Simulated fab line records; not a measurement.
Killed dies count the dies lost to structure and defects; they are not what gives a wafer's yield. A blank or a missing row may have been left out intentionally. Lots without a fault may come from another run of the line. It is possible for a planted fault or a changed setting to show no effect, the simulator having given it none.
Struck lot and sound lot, side by side || flow sky130 || 46 steps out of a route of 708
Sound: these wafers, L451.1, L451.3, L451.5. The struck wafers were L458.2, L458.3, L458.5. The cause comes at the end.
At each step with rows: each side's tool, then ch and its chambers, then its first start. Under that, the readings that differ: sound wafers || struck wafers || difference of the means || sigmas: that difference in standard deviations of wafers without a fault.
alike: readings with means less than 2 such deviations apart, plus words and numbers identical on both sides. not compared: withheld readings, readings lacking a value on some wafer, bounds such as >300 that could conceal the same value, and numbers that have no deviation in the record and whose values overlap.
The two part at a step that has a row with sigmas, a row that says differs or no value, or rows on one side only. Numbers that don't overlap but have no deviation are shown without sigmas and don't part them. A reading missing from all wafers of one side parts the sides only when that side holds two or more wafers.

first, 5 steps without rows for these wafers: SKY_LDD_P_COAT_02 (resist thk 1140 nm); SKY_LDD_P_SOFTBAKE_03 (time 60 s); SKY_LDD_P_EXPOSE_04 (exposes mask PSDM, target cd 380 nm); SKY_LDD_P_PEB_05; SKY_LDD_P_DEVELOP_06 (develop time 60 s).
SKY_LDD_P_CD_MEAS_07 targets a cd of 380 nm.
  sound on cd sem-01 at day 22 16:48; struck on cd sem-02 at day 25 03:47
  alike: cd nm
SKY_LDD_P_OVL_MEAS_08:
  sound on overlay-02 at day 22 16:55; struck on overlay-02 at day 25 03:54
  alike: LDD_P_OVL
then, 1 step without rows for these wafers: SKY_LDD_P_IMPLANT_09.
SKY_LDD_P_STRIP_10: strips in O2/N2.
  sound on plasma asher-03 ch 0,1, day 22 17:07; struck on plasma asher-04 ch 0,1, day 25 04:05
  alike: drypump motor current A, oes product au, strip time to endpoint s
  not compared: rf hours counter h
SKY_LDD_P_TW_MEAS_11:
  sound on film metro-04 at day 22 17:13; struck on film metro-02 at day 25 04:11
  alike: LDD_P_TW
then, 2 steps without rows for these wafers: SKY_LDD_HVN_DEHYDRATE_00 (time 60 s); SKY_LDD_HVN_HMDS_01 (prime time 60 s).
SKY_LDD_HVN_COAT_02: resist thk 300 nm.
  sound on litho track-04 ch 0, day 23 07:58; struck on litho track-04, day 25 18:21
  no value came back on the struck wafers for chill plate temp C (C), dispense pressure kPa (kPa), exhaust pa (Pa), spin speed rpm (rpm); on the sound wafers chill plate temp C (C) reads 23.09 23.07 23.01
then, 4 steps without rows for these wafers: SKY_LDD_HVN_SOFTBAKE_03 (time 60 s); SKY_LDD_HVN_EXPOSE_04 (exposes mask HVNTM, target cd 700 nm); SKY_LDD_HVN_PEB_05; SKY_LDD_HVN_DEVELOP_06 (develop time 60 s).
SKY_LDD_HVN_OVL_MEAS_07:
  sound on overlay-01 at day 23 22:55; struck on overlay-01 at day 26 09:14
{"reading": "LDD_HVN_OVL (nm)", "sound": "0.1 -0.1 2.2", "struck": "- - -", "difference": "no value on the struck wafers", "sigmas": ""}
then, 1 step without rows for these wafers: SKY_LDD_HVN_IMPLANT_08.
SKY_LDD_HVN_STRIP_09: strips in O2/N2.
  sound on plasma asher-04 ch 0,1, day 23 23:07; struck on plasma asher-04 ch 0,1, day 26 09:25
  no value came back on the struck wafers for oes product au (a.u.), strip time to endpoint s (s); on the sound wafers oes product au (a.u.) reads 0.405 0.403 0.405
  alike: drypump motor current A
  not compared: rf hours counter h
SKY_LDD_HVN_TW_MEAS_10:
  sound on film metro-02 at day 23 23:13; struck on film metro-03 at day 26 09:31
{"reading": "LDD_HVN_TW", "sound": "1415 1409 1402", "struck": "1460 1456 1455", "difference": "+48", "sigmas": "+3"}
then, 7 steps without rows for these wafers: SKY_LDD_HVP_DEHYDRATE_00 (time 60 s); SKY_LDD_HVP_HMDS_01 (prime time 60 s); SKY_LDD_HVP_COAT_02 (resist thk 300 nm); SKY_LDD_HVP_SOFTBAKE_03 (time 60 s); SKY_LDD_HVP_EXPOSE_04 (exposes mask HVPTM, target cd 700 nm); SKY_LDD_HVP_PEB_05; SKY_LDD_HVP_DEVELOP_06 (develop time 60 s).
SKY_LDD_HVP_OVL_MEAS_07:
  sound on overlay-02 at day 25 04:59; struck on overlay-01 at day 27 14:05
  alike: LDD_HVP_OVL
then, 1 step without rows for these wafers: SKY_LDD_HVP_IMPLANT_08.
SKY_LDD_HVP_STRIP_09: strips in O2/N2.
  sound on plasma asher-02 ch 0,1, day 25 05:10; struck on plasma asher-02 ch 0,1, day 27 14:16
  alike: drypump motor current A, oes product au, strip time to endpoint s
  not compared: rf hours counter h
SKY_LDD_HVP_TW_MEAS_10:
  sound on film metro-03 at day 25 05:16; struck on film metro-03 at day 27 14:22
{"reading": "LDD_HVP_TW", "sound": "464 464 464", "struck": "1466 1471 1465", "difference": "+1003", "sigmas": "+99 or more"}
then, 7 steps without rows for these wafers: SKY_LDD_LDN_DEHYDRATE_00 (time 60 s); SKY_LDD_LDN_HMDS_01 (prime time 60 s); SKY_LDD_LDN_COAT_02 (resist thk 1140 nm); SKY_LDD_LDN_SOFTBAKE_03 (time 60 s); SKY_LDD_LDN_EXPOSE_04 (exposes mask LDNTM, target cd 700 nm); SKY_LDD_LDN_PEB_05; SKY_LDD_LDN_DEVELOP_06 (develop time 60 s).
SKY_LDD_LDN_OVL_MEAS_07:
  sound on overlay-02 at day 26 10:43; struck on overlay-01 at day 28 18:13
  alike: LDD_LDN_OVL
then, 2 steps without rows for these wafers: SKY_LDD_LDN_IMPLANT_08; SKY_LDD_LDN_IMPLANT_09.
SKY_LDD_LDN_TW_MEAS_13:
  sound on film metro-02 at day 26 11:28; struck on film metro-04 at day 28 18:57
{"reading": "LDD_LDN_TW", "sound": "1453 1442 1449", "struck": "1799 1798 1791", "difference": "+348", "sigmas": "+17"}
-- record jumps: 2 days separate the struck wafers' starts on either side; left off in module LDD_LDN, taken up again in module SD_P, whose first shown step is the route's number 331 --
SKY_SD_P_TW_MEAS_11:
  sound on film metro-02 at day 28 22:56; struck on film metro-02 at day 31 04:17
{"reading": "SD_P_TW", "sound": "2792 2791 2776", "struck": "2875 2883 2870", "difference": "+90", "sigmas": "+3"}
SKY_RES_XHIGH_TW_MEAS_09:
  sound on film metro-01 at day 30 03:22; struck on film metro-01 at day 32 06:58
{"reading": "RES_XHIGH_TW", "sound": "1641 1627 1639", "struck": "1929 1936 1926", "difference": "+295", "sigmas": "+16"}
-- record jumps: 17 days separate the struck wafers' starts on either side; left off in module RES_XHIGH, taken up again in module PAD_OPEN, whose first shown step is the route's number 708 --
SKY_PAD_OPEN_PROBE_99:
  sound on prober-01 at day 48 05:52; struck on prober-02 at day 49 18:18
{"reading": "killed_at_M0_to_M3", "sound": "53 47 68", "struck": "45 38 37", "difference": -16, "sigmas": -2}
{"reading": "killed at front end", "sound": "14 17 19", "struck": "408 437 416", "difference": "+404", "sigmas": "+94"}
{"reading": "killed dies", "sound": "96 97 106", "struck": "492 492 492", "difference": "+392", "sigmas": "+42"}
{"reading": "killed on rim", "sound": "16 17 19", "struck": "96 96 96", "difference": "+79", "sigmas": "+21"}
{"reading": "killed open", "sound": "53 59 58", "struck": "53 38 37", "difference": -14, "sigmas": -2}
  alike: killed_at_M4_up, killed at contacts, killed at other, killed short

## WHERE THEY PART
At SKY_LDD_HVN_COAT_02 first; at SKY_PAD_OPEN_PROBE_99 last (within this record only).

WHY: whatever the simulator had introduced
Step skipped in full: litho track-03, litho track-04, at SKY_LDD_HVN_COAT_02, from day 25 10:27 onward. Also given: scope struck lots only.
